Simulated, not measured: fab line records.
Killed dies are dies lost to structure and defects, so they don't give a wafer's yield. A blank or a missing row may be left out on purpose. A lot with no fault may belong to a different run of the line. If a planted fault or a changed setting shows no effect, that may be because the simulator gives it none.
Which tool did it?	flow gf180mcu	route of 602 steps, sampled at 1 step: 6 lots, 18 wafers

== WHAT EACH GAUGE READ, for each wafer ==
GF_STI_THK_MEAS_30.
lot	measured	on	STI_OXIDATION_02_THK (nm)
L494	day 3 07:28	film-metro-02	10.10 9.95 10.00
L496	day 3 15:37	film-metro-02	10.39 10.35 10.50
L500	day 4 14:12	film-metro-02	9.80 9.86 10.00
L504	day 5 02:50	film-metro-03	9.75 9.68 9.79
L510	day 6 09:49	film-metro-03	10.04 10.04 10.08
L513	day 7 00:42	film-metro-02	9.95 10.10 10.18

== EACH LOT AND THE TOOL THAT RAN IT (in order: tool; ch and the chambers of the sampled wafers; start) ==
The record holds no process step before these readings.

== THE ANSWER, worked out from the rows above alone ==
Rule: usual is defined by the lots themselves. The widest of any qualifying gaps counts: lots, ordered by their means at a reading, are off when they make up no more than a third of the lots, leave a main group of 4 or more, and stand apart from it by 3 or more times the standard deviation of that group's means. A main group is skipped when, at the precision printed for the reading in the tables above, its means are all equal. A lot without any number at a reading at which 4 lots or more have one is off too. Where the step has rows for the other lots, those lots are counted as sound.
None of the lots is off at any reading shown; this tells nothing.

== WHAT WAS PUT IN BY THE SIMULATOR ==
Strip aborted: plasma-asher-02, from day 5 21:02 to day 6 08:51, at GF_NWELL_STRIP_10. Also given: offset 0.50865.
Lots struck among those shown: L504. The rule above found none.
